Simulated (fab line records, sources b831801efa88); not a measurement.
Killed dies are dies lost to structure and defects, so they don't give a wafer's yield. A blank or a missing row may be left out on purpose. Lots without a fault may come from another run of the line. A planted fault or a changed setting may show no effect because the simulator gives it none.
Chamber matching | flow gf180mcu | GF_V2_CMP_04 on cmp-02: 4 sister chambers
The step polishes SiO2. 8 wafers are shown with their chamber, then 7 later ones without.

WAFERS WITH THEIR CHAMBER
wafer  | chamber | motor_current_A (A) | time_to_endpoint_s (s)
L651.4 | 1       | 12.2                | 91
L665.1 | 3       | 11.7                | 83
L665.5 | 2       | 12.4                | 89
L668.1 | 2       | 12.8                | 87
L668.5 | 3       | 12.3                | 80
L668.6 | 0       | 13.6                | 83
L667.2 | 1       | 12.6                | 78
L667.4 | 0       | 13.8                | 83

WAFERS WITHOUT THEIR CHAMBER
wafer  | motor_current_A (A) | time_to_endpoint_s (s)
L667.6 | 12.0                | 83
L670.2 | 13.8                | 78
L670.4 | 11.1                | 84
L670.5 | 12.5                | 83
L672.1 | 14.2                | 74
L672.5 | 12.5                | 83
L672.6 | 13.2                | 82

WHICH CHAMBER EACH WENT THROUGH
wafer  | from the rows above          | in truth
L667.6 | can't be placed: 3 or 1 or 2 | 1
L670.2 | 0                            | 0
L670.4 | can't be placed: 3 or 1      | 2
L670.5 | can't be placed: 1 or 2 or 3 | 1
L672.1 | 0                            | 0
L672.5 | can't be placed: 1 or 2 or 3 | 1
L672.6 | can't be placed: 0 or 2 or 1 | 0
Placed correctly: 2 of 7. Can't be placed from these rows: 5 (the true chamber is among the candidates in 4). Placed wrongly: 0.
How it was worked out, from the rows above alone: a wafer's distance from a chamber is the root of the sum, over the readings, of the square of ((its reading less the chamber's mean) divided by the reading's scatter). The wafer belongs to the nearest chamber; if the next one is less than 2 further off, it can't be placed. A chamber's mean is the mean of its shown wafers. The scatter: the root of (the sum of the squares of (reading less its chamber's mean) over the shown wafers, divided by (wafers less chambers)).
